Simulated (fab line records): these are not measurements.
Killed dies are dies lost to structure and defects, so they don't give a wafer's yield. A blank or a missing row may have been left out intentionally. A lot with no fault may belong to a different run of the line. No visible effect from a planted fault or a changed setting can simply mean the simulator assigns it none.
Which tool did it? / flow gf180mcu / 13 lots, 39 wafers sampled, at 5 steps of a route of 602

WHAT THE GAUGES READ, wafer by wafer
GF_NWELL_TW_MEAS_11.
lot=L858; measured=day 3 10:28; on=film metro-04; NWELL_TW=1562 1573 1569
lot=L859; measured=day 3 15:17; on=film metro-04; NWELL_TW=1563 1567 1561
lot=L860; measured=day 3 21:35; on=film metro-04; NWELL_TW=1573 1576 1565
lot=L863; measured=day 4 12:02; on=film metro-04; NWELL_TW=1560 1561 1552
lot=L864; measured=day 4 17:29; on=film metro-03; NWELL_TW=1567 1566 1570
lot=L865; measured=day 4 20:56; on=film metro-03; NWELL_TW=1571 1569 1567
lot=L866; measured=day 5 02:55; on=film metro-04; NWELL_TW=1572 1571 1576
lot=L867; measured=day 5 08:59; on=film metro-03; NWELL_TW=1567 1563 1566
lot=L871; measured=day 6 07:22; on=film metro-01; NWELL_TW=1570 1570 1561
lot=L873; measured=day 6 17:28; on=film metro-03; NWELL_TW=1583 1589 1591
lot=L878; measured=day 7 22:32; on=film metro-01; NWELL_TW=1569 1572 1571
lot=L879; measured=day 8 03:22; on=film metro-03; NWELL_TW=1575 1579 1583
lot=L881; measured=day 8 13:31; on=film metro-03; NWELL_TW=1572 1573 1575

GF_VT_IMPLANT_RS_MEAS_47: the measuring method here is four-point-probe.
lot=L858; measured=day 7 16:28; on=film metro-04; NWELL_RS (ohm/sq)=488.9 488.8 488.0
lot=L859; measured=day 7 21:41; on=film metro-03; NWELL_RS (ohm/sq)=488.1 487.5 489.2
lot=L860; measured=day 8 04:28; on=film metro-03; NWELL_RS (ohm/sq)=484.9 486.9 486.8
lot=L863; measured=day 8 22:31; on=film metro-04; NWELL_RS (ohm/sq)=487.4 488.2 487.2
lot=L864; measured=day 9 06:26; on=film metro-04; NWELL_RS (ohm/sq)=489.3 489.4 489.1
lot=L865; measured=day 9 10:34; on=film metro-03; NWELL_RS (ohm/sq)=486.4 485.9 488.3
lot=L866; measured=day 9 18:38; on=film metro-01; NWELL_RS (ohm/sq)=487.5 487.4 486.6
lot=L867; measured=day 10 02:31; on=film metro-01; NWELL_RS (ohm/sq)=489.3 491.3 490.6
lot=L871; measured=day 11 05:42; on=film metro-03; NWELL_RS (ohm/sq)=487.1 487.5 488.2
lot=L873; measured=day 11 19:06; on=film metro-01; NWELL_RS (ohm/sq)=486.1 486.2 484.6
lot=L878; measured=day 13 05:21; on=film metro-01; NWELL_RS (ohm/sq)=489.4 489.0 489.4
lot=L879; measured=day 13 12:56; on=film metro-03; NWELL_RS (ohm/sq)=483.8 486.6 485.4
lot=L881; measured=day 14 01:38; on=film metro-03; NWELL_RS (ohm/sq)=488.3 489.4 489.7

GF_VT_IMPLANT_RS_MEAS_48: the measuring method here is four-point-probe.
lot=L858; measured=day 7 16:35; on=film metro-04; LVPWELL_RS (ohm/sq)=1199.7 1198.4 1197.4
lot=L859; measured=day 7 21:49; on=film metro-03; LVPWELL_RS (ohm/sq)=1195.9 1197.0 1194.8
lot=L860; measured=day 8 04:35; on=film metro-03; LVPWELL_RS (ohm/sq)=1193.4 1197.6 1195.4
lot=L863; measured=day 8 22:38; on=film metro-04; LVPWELL_RS (ohm/sq)=1198.4 1197.8 1199.9
lot=L864; measured=day 9 06:34; on=film metro-04; LVPWELL_RS (ohm/sq)=1191.4 1192.7 1195.7
lot=L865; measured=day 9 10:41; on=film metro-03; LVPWELL_RS (ohm/sq)=1198.9 1201.8 1203.1
lot=L866; measured=day 9 18:46; on=film metro-01; LVPWELL_RS (ohm/sq)=1201.8 1206.7 1206.2
lot=L867; measured=day 10 02:38; on=film metro-01; LVPWELL_RS (ohm/sq)=1199.2 1200.8 1201.9
lot=L871; measured=day 11 05:49; on=film metro-03; LVPWELL_RS (ohm/sq)=1193.8 1197.3 1195.9
lot=L873; measured=day 11 19:13; on=film metro-01; LVPWELL_RS (ohm/sq)=1210.3 1208.7 1205.0
lot=L878; measured=day 13 05:28; on=film metro-01; LVPWELL_RS (ohm/sq)=1199.8 1199.8 1200.8
lot=L879; measured=day 13 13:04; on=film metro-03; LVPWELL_RS (ohm/sq)=1191.7 1193.5 1198.1
lot=L881; measured=day 14 01:46; on=film metro-03; LVPWELL_RS (ohm/sq)=1195.0 1196.6 1198.6

GF_POLY_GATE_OVL_MEAS_11.
lot=L858; measured=day 9 07:37; on=overlay-02; POLY_GATE_OVL (nm)=-8 -6 -17
lot=L859; measured=day 9 13:04; on=overlay-02; POLY_GATE_OVL (nm)=-3 -3 5
lot=L860; measured=day 9 21:24; on=overlay-02; POLY_GATE_OVL (nm)=2 -4 0
lot=L863; measured=day 10 14:52; on=overlay-01; POLY_GATE_OVL (nm)=-3 6 1
lot=L864; measured=day 10 23:10; on=overlay-02; POLY_GATE_OVL (nm)=-10 4 -1
lot=L865; measured=day 11 03:55; on=overlay-01; POLY_GATE_OVL (nm)=-6 -3 -10
lot=L866; measured=day 11 12:39; on=overlay-01; POLY_GATE_OVL (nm)=-7 -6 0
lot=L867; measured=day 11 22:19; on=overlay-02; POLY_GATE_OVL (nm)=-4 2 2
lot=L871; measured=day 13 03:50; on=overlay-02; POLY_GATE_OVL (nm)=-6 -1 -5
lot=L873; measured=day 13 17:09; on=overlay-02; POLY_GATE_OVL (nm)=6 8 6
lot=L878; measured=day 15 04:30; on=overlay-01; POLY_GATE_OVL (nm)=1 0 -12
lot=L879; measured=day 15 12:28; on=overlay-02; POLY_GATE_OVL (nm)=-1 0 -5
lot=L881; measured=day 16 02:22; on=overlay-02; POLY_GATE_OVL (nm)=-5 1 -5

EACH LOT AND THE TOOL THAT RAN IT (in order: tool; ch and the chambers of the sampled wafers; start)
lot=L858; GF_LVPWELL_IMPLANT_09=implanter-02 ch 0, day 3 23:34
lot=L859; GF_LVPWELL_IMPLANT_09=implanter-04 ch 0, day 4 04:38
lot=L860; GF_LVPWELL_IMPLANT_09=implanter-01 ch 0, day 4 10:44
lot=L863; GF_LVPWELL_IMPLANT_09=implanter-02 ch 0, day 5 01:31
lot=L864; GF_LVPWELL_IMPLANT_09=implanter-02 ch 0, day 5 07:35
lot=L865; GF_LVPWELL_IMPLANT_09=implanter-04 ch 0, day 5 10:58
lot=L866; GF_LVPWELL_IMPLANT_09=implanter-02 ch 0, day 5 17:26
lot=L867; GF_LVPWELL_IMPLANT_09=implanter-02 ch 0, day 5 23:58
lot=L871; GF_LVPWELL_IMPLANT_09=implanter-02 ch 0, day 6 22:40
lot=L873; GF_LVPWELL_IMPLANT_09=implanter-02 ch 0, day 7 09:08
lot=L878; GF_LVPWELL_IMPLANT_09=implanter-04 ch 0, day 8 14:43
lot=L879; GF_LVPWELL_IMPLANT_09=implanter-01 ch 0, day 8 19:46
lot=L881; GF_LVPWELL_IMPLANT_09=implanter-01 ch 0, day 9 06:19
- GF_LVPWELL_IMPLANT_09

AS READ BY THE TOOLS THEMSELVES (means over the sampled wafers that have a number; for cases with no such wafer, the mark the record gives instead)
GF_LVPWELL_IMPLANT_09.
lot=L858; tool=implanter-02; beam energy keV=59.977
lot=L859; tool=implanter-04; beam energy keV=59.986
lot=L860; tool=implanter-01; beam energy keV=59.991
lot=L863; tool=implanter-02; beam energy keV=59.966
lot=L864; tool=implanter-02; beam energy keV=60.017
lot=L865; tool=implanter-04; beam energy keV=60.001
lot=L866; tool=implanter-02; beam energy keV=60.013
lot=L867; tool=implanter-02; beam energy keV=60.004
lot=L871; tool=implanter-02; beam energy keV=60.042
lot=L873; tool=implanter-02; beam energy keV=60.004
lot=L878; tool=implanter-04; beam energy keV=59.998
lot=L879; tool=implanter-01; beam energy keV=60.018
lot=L881; tool=implanter-01; beam energy keV=60.008

THE ANSWER, worked out from the rows above alone
Rule: the lots themselves supply what counts as usual. The widest of any qualifying gaps counts: lots, ordered by their means at a reading, are off when they make up no more than a third of the lots, leave a main group of 4 or more, and stand apart from it by 3 or more times the standard deviation of that group's means. A main group whose means are all the same, to the digits that the tables above print for the reading, isn't used. A lot without any number at a reading at which 4 lots or more have one is off too. Where the step has rows for the other lots, those lots are counted as sound. After the gauges, taken in route order, come the tools' own readings; for these a lot's mean is taken, as printed above. At the first step where some lot is off, the reading lying furthest off is the one used; lots without a number count as furthest.
Across all readings shown, no lot is off: no conclusion can be drawn from this.

WHAT THE SIMULATOR HAD PUT IN
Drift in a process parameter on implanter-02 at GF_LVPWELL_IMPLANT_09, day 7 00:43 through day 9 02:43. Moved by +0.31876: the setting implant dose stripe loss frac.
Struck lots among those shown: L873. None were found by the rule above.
